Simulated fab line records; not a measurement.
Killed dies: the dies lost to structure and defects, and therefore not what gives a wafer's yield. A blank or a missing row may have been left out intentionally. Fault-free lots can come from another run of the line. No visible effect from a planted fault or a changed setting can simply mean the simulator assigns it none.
Which tool did it? | flow sky130 | 13 lots with 38 wafers sampled at 4 steps, on a route of 708 steps

== WHAT EACH GAUGE READ, for each wafer ==
SKY_VT_ADJUST_HVTP_TW_MEAS_11. Usual: VT_ADJUST_HVTP_TW gives 1358 (standard deviation 18).
lot  | measured     | on            | VT_ADJUST_HVTP_TW | flag
L882 | day 6 01:25  | film_metro-04 | 1341 1336 1336    |
L884 | day 6 15:44  | film_metro-01 | 1369 1368 1373    |
L885 | day 6 22:46  | film_metro-01 | 1377 1383 1382    |
L887 | day 7 10:23  | film_metro-04 | 1344 1345 1345    |
L889 | day 8 00:02  | film_metro-02 | 1334 1332 1336    |
L890 | day 8 03:35  | film_metro-01 | 1370 1376 1379    |
L893 | day 8 23:19  | film_metro-01 | 1376 1375 1367    |
L895 | day 9 13:50  | film_metro-01 | 1377 1377 1382    |
L896 | day 9 18:22  | film_metro-04 | 1345 1342 1341    |
L898 | day 10 10:31 | film_metro-01 | 1372 1379 1366    |
L901 | day 11 00:34 | film_metro-01 | 1381 1381 1374    |
L902 | day 11 09:26 | film_metro-02 | 1341 1337         |
L905 | day 12 10:01 | film_metro-01 | 1370 1371 1370    |

SKY_VT_ADJUST_LVTN_OVL_MEAS_07. Usual: VT_ADJUST_LVTN_OVL gives 2.0 nm (standard deviation 1.4).
lot  | measured     | on         | VT_ADJUST_LVTN_OVL (nm) | flag
L882 | day 6 20:25  | overlay-01 | 0.5 1.4 1.3             |
L884 | day 7 10:53  | overlay-01 | 1.0 3.6 2.0             |
L885 | day 7 17:41  | overlay-01 | 0.2 3.0 1.3             |
L887 | day 8 05:37  | overlay-02 | 0.7 2.3 0.9             |
L889 | day 8 20:17  | overlay-01 | 2.3 1.8 2.3             |
L890 | day 9 00:49  | overlay-02 | 2.6 2.1 3.2             |
L893 | day 9 20:52  | overlay-02 | 2.5 0.3 1.1             |
L895 | day 10 11:59 | overlay-01 | 0.0 1.7 -0.6            |
L896 | day 10 16:11 | overlay-01 | 2.2 3.7 3.4             |
L898 | day 11 09:36 | overlay-02 | 0.1 1.6 0.7             |
L901 | day 12 00:25 | overlay-01 | 2.1 3.0 2.9             |
L902 | day 12 09:46 | overlay-01 | 4.2 3.9                 |
L905 | day 13 11:32 | overlay-01 | 1.7 -0.2 0.9            |

SKY_VT_ADJUST_NCORE_TW_MEAS_11. Usual: VT_ADJUST_NCORE_TW gives 220.0 (standard deviation 2.4).
lot  | measured     | on            | VT_ADJUST_NCORE_TW | flag
L882 | day 8 12:44  | film_metro-03 | 218.4 217.7 219.8  |
L884 | day 9 04:16  | film_metro-01 | 222.3 223.5 222.6  |
L885 | day 9 12:34  | film_metro-01 | 222.2 222.4 222.2  |
L887 | day 9 23:52  | film_metro-03 | 220.5 219.5 219.8  |
L889 | day 10 16:35 | film_metro-03 | 219.7 219.8 220.2  |
L890 | day 10 22:08 | film_metro-03 | 219.3 220.5 219.3  |
L893 | day 11 19:50 | film_metro-01 | 222.9 223.0 223.5  |
L895 | day 12 13:12 | film_metro-04 | 216.7 216.5 217.0  |
L896 | day 12 17:46 | film_metro-01 | 221.1 222.6 220.8  |
L898 | day 13 12:14 | film_metro-01 | 222.5 224.1 223.4  |
L901 | day 14 04:20 | film_metro-03 | 227.5 226.8 228.4  | OFF
L902 | day 14 14:19 | film_metro-01 | 230.2 230.3        | OFF
L905 | day 15 17:25 | film_metro-03 | 220.7 218.4 219.8  |

== TOOL THAT RAN EACH LOT (tool first, then ch and the chambers of the sampled wafers, then the start) ==
lot  | SKY_VT_ADJUST_NCORE_IMPLANT_09
L882 | implanter-04 ch 0, day 8 12:29
L884 | implanter-03 ch 0, day 9 04:01
L885 | implanter-04 ch 0, day 9 12:22
L887 | implanter-01 ch 0, day 9 23:37
L889 | implanter-03 ch 0, day 10 16:21
L890 | implanter-04 ch 0, day 10 21:53
L893 | implanter-01 ch 0, day 11 19:35
L895 | implanter-04 ch 0, day 12 12:58
L896 | implanter-04 ch 0, day 12 17:32
L898 | implanter-03 ch 0, day 13 12:02
L901 | implanter-04 ch 0, day 14 04:05
L902 | implanter-04 ch 0, day 14 14:04
L905 | implanter-01 ch 0, day 15 17:11
- SKY_VT_ADJUST_NCORE_IMPLANT_09

== WHAT THE TOOLS THEMSELVES READ (means of the sampled wafers that have a number; where no wafer has one, the mark that the record gives instead) ==
SKY_VT_ADJUST_NCORE_IMPLANT_09. Usual: beam_on_s 9.99 s, standard deviation 0.22; faraday_current_uA 13.54, standard deviation 0.3.
lot  | tool         | beam_on_s (s) | faraday_current_uA | flag
L882 | implanter-04 | 10.18         | 13.28              |
L884 | implanter-03 | 9.90          | 13.70              |
L885 | implanter-04 | 10.13         | 13.33              |
L887 | implanter-01 | 9.88          | 13.64              |
L889 | implanter-03 | 9.95          | 13.60              |
L890 | implanter-04 | 9.99          | 13.54              |
L893 | implanter-01 | 9.67          | 13.98              |
L895 | implanter-04 | 9.79          | 13.80              |
L896 | implanter-04 | 9.87          | 13.72              |
L898 | implanter-03 | 10.02         | 13.52              |
L901 | implanter-04 | 11.24         | 12.07              | OFF
L902 | implanter-04 | 11.53         | 11.71              | OFF
L905 | implanter-01 | 9.99          | 13.52              |

== THE ANSWER, worked out from the rows above alone ==
Rule: take the mean of a lot's wafers that have a number; if it is more than 3 standard deviations from the usual mean, the lot is off. A lot without any number at a reading at which 4 lots or more have one is off too. Any other lot the step has rows for is counted as sound. Order of review: gauges by route order, followed by the tools' own readings, for which a lot's mean as printed above is used. The first step at which some lot is off is used, and at that step the reading that is off furthest; a lot without a number counts as furthest.
Off: at SKY_VT_ADJUST_NCORE_TW_MEAS_11 (VT_ADJUST_NCORE_TW), L901, L902.
If a tool, at a process step before that reading, ran all the lots that are off and no sound lot after the first of them, it fits. Not tried: the gauges at SKY_VT_ADJUST_NCORE_TW_MEAS_11; whatever is off there is also off at SKY_VT_ADJUST_NCORE_IMPLANT_09, on other tools, and gauge error can't account for it. One candidate fits, namely implanter-04 at SKY_VT_ADJUST_NCORE_IMPLANT_09. Its last sound lot is L896 (day 12 17:32), its first lot that is off L901 (day 14 04:05): a fault that began between those two fits.
The tool's own readings at SKY_VT_ADJUST_NCORE_IMPLANT_09 bear it out: on the lots that are off they differ by more than 5 times the standard deviation of the sound lots' means. beam_on_s reads 11.38 s there against 9.94 s on the sound lots; faraday_current_uA reads 11.89 there against 13.60 on the sound lots.

== WHAT WAS PUT IN BY THE SIMULATOR ==
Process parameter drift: implanter-04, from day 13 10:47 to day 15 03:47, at SKY_VT_ADJUST_NCORE_IMPLANT_09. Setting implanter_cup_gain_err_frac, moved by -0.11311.
Struck lots among those shown: L901, L902. This agrees with what the rule above found.
